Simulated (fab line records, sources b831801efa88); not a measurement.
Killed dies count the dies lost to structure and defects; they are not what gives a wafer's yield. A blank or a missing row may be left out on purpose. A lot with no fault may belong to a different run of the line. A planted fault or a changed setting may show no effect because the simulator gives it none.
Which tool did it? / flow sky130 / 10 lots, 30 wafers sampled, at 5 steps of a route of 708

== WHAT THE GAUGES READ, wafer by wafer ==
SKY_POLY_GATE_THK_MEAS_21.
lot=L209; measured=day 17 00:57; on=film metro-04; POLY_GATE_OXIDATION_THK (nm)=3.95 4.02 4.00
lot=L211; measured=day 18 00:10; on=film metro-04; POLY_GATE_OXIDATION_THK (nm)=3.88 4.04 3.98
lot=L212; measured=day 18 03:00; on=film metro-04; POLY_GATE_OXIDATION_THK (nm)=4.01 4.12 4.13
lot=L213; measured=day 18 14:14; on=film metro-01; POLY_GATE_OXIDATION_THK (nm)=4.75 4.79 4.72
lot=L214; measured=day 19 02:36; on=film metro-03; POLY_GATE_OXIDATION_THK (nm)=4.56 4.58 4.71
lot=L223; measured=day 22 04:41; on=film metro-04; POLY_GATE_OXIDATION_THK (nm)=4.03 3.97 3.98
lot=L226; measured=day 23 09:37; on=film metro-03; POLY_GATE_OXIDATION_THK (nm)=4.11 4.12 4.19
lot=L228; measured=day 23 20:24; on=film metro-04; POLY_GATE_OXIDATION_THK (nm)=3.94 4.11 4.04
lot=L230; measured=day 24 13:13; on=film metro-03; POLY_GATE_OXIDATION_THK (nm)=4.09 4.08 4.04
lot=L231; measured=day 24 21:38; on=film metro-04; POLY_GATE_OXIDATION_THK (nm)=4.00 3.91 4.09

== WHICH TOOL RAN EACH LOT (tool, then ch and the chambers of the sampled wafers, then the start) ==
lot=L209; SKY_GATE_OXIDE_STRIP_13=plasma asher-04 ch 0,1, day 14 08:20; SKY_RES_PROTECT_STRIP_07=plasma asher-04 ch 0,1, day 15 14:19; SKY_POLY_GATE_ETCH_15=rie diel-02 ch 0,2,3, day 16 22:31; SKY_POLY_GATE_OXIDATION_20=furnace-01 ch 0, day 16 23:42
lot=L211; SKY_GATE_OXIDE_STRIP_13=plasma asher-04 ch 1, day 15 03:02; SKY_RES_PROTECT_STRIP_07=plasma asher-01 ch 0,1, day 16 11:43; SKY_POLY_GATE_ETCH_15=rie diel-04 ch 0,1,2, day 17 18:54; SKY_POLY_GATE_OXIDATION_20=furnace-01 ch 0, day 17 22:56
lot=L212; SKY_GATE_OXIDE_STRIP_13=plasma asher-04 ch 0,1, day 15 07:46; SKY_RES_PROTECT_STRIP_07=plasma asher-02 ch 0,1, day 16 15:22; SKY_POLY_GATE_ETCH_15=rie diel-02 ch 1,2, day 17 22:42; SKY_POLY_GATE_OXIDATION_20=furnace-02 ch 0, day 18 01:44
lot=L213; SKY_GATE_OXIDE_STRIP_13=plasma asher-03 ch 0,1, day 15 16:41; SKY_RES_PROTECT_STRIP_07=plasma asher-02 ch 0,1, day 17 02:16; SKY_POLY_GATE_ETCH_15=rie diel-02 ch 1,2,3, day 18 09:59; SKY_POLY_GATE_OXIDATION_20=furnace-01 ch 0, day 18 12:59
lot=L214; SKY_GATE_OXIDE_STRIP_13=plasma asher-02 ch 0,1, day 16 05:41; SKY_RES_PROTECT_STRIP_07=plasma asher-04 ch 0,1, day 17 14:13; SKY_POLY_GATE_ETCH_15=rie diel-02 ch 1,2,3, day 18 23:17; SKY_POLY_GATE_OXIDATION_20=furnace-01 ch 0, day 19 01:21
lot=L223; SKY_GATE_OXIDE_STRIP_13=plasma asher-03 ch 0,1, day 19 08:08; SKY_RES_PROTECT_STRIP_07=plasma asher-01 ch 0,1, day 20 18:07; SKY_POLY_GATE_ETCH_15=rie diel-01 ch 0,1,3, day 22 02:29; SKY_POLY_GATE_OXIDATION_20=furnace-01 ch 0, day 22 03:25
lot=L226; SKY_GATE_OXIDE_STRIP_13=plasma asher-02 ch 0,1, day 20 11:14; SKY_RES_PROTECT_STRIP_07=plasma asher-01 ch 0,1, day 21 22:07; SKY_POLY_GATE_ETCH_15=rie diel-04 ch 0,1, day 23 06:55; SKY_POLY_GATE_OXIDATION_20=furnace-01 ch 0, day 23 08:22
lot=L228; SKY_GATE_OXIDE_STRIP_13=plasma asher-03 ch 0,1, day 21 00:35; SKY_RES_PROTECT_STRIP_07=plasma asher-04 ch 0,1, day 22 10:13; SKY_POLY_GATE_ETCH_15=rie diel-01 ch 1,2,3, day 23 18:45; SKY_POLY_GATE_OXIDATION_20=furnace-02 ch 0, day 23 19:08
lot=L230; SKY_GATE_OXIDE_STRIP_13=plasma asher-02 ch 0,1, day 21 18:35; SKY_RES_PROTECT_STRIP_07=plasma asher-04 ch 0,1, day 23 02:46; SKY_POLY_GATE_ETCH_15=rie diel-02 ch 0,2,3, day 24 11:34; SKY_POLY_GATE_OXIDATION_20=furnace-01 ch 0, day 24 11:57
lot=L231; SKY_GATE_OXIDE_STRIP_13=plasma asher-04 ch 0,1, day 22 00:20; SKY_RES_PROTECT_STRIP_07=plasma asher-04 ch 0,1, day 23 09:30; SKY_POLY_GATE_ETCH_15=rie diel-01 ch 0,3, day 24 18:14; SKY_POLY_GATE_OXIDATION_20=furnace-01 ch 0, day 24 20:22
- SKY_GATE_OXIDE_STRIP_13: strips in O2/N2.
- SKY_RES_PROTECT_STRIP_07: strips in O2/N2.
- SKY_POLY_GATE_ETCH_15: etches BARC in N2/H2, stops on SiO2, time 118.5 s, target depth 110 nm.
- SKY_POLY_GATE_OXIDATION_20: stabilise 600 s, purge 300 s, target thk 4 nm.

== THE ANSWER, worked out from the rows above alone ==
Rule: the lots themselves supply what counts as usual. Put in order of their means at a reading, lots are off if they are a third of the lots or fewer, leave a main group of 4 or more, and stand apart from it by a gap of 3 or more times the standard deviation of the main group's means; of several such gaps the widest counts. If all means in a main group match to the digits the tables above print for the reading, that group is not used. A lot without any number at a reading at which 4 lots or more have one is off too. Any other lot the step has rows for is counted as sound.
Off: L213, L214, seen at SKY_POLY_GATE_THK_MEAS_21 (POLY_GATE_OXIDATION_THK). Main group: mean 4.03 nm, sd 0.055.
If a tool, at a process step before that reading, ran all the lots that are off and no sound lot after the first of them, it fits. Those tools and the gauges at SKY_POLY_GATE_THK_MEAS_21 are tried in the same way. None of those tried fits.

== WHAT WAS PUT IN BY THE SIMULATOR ==
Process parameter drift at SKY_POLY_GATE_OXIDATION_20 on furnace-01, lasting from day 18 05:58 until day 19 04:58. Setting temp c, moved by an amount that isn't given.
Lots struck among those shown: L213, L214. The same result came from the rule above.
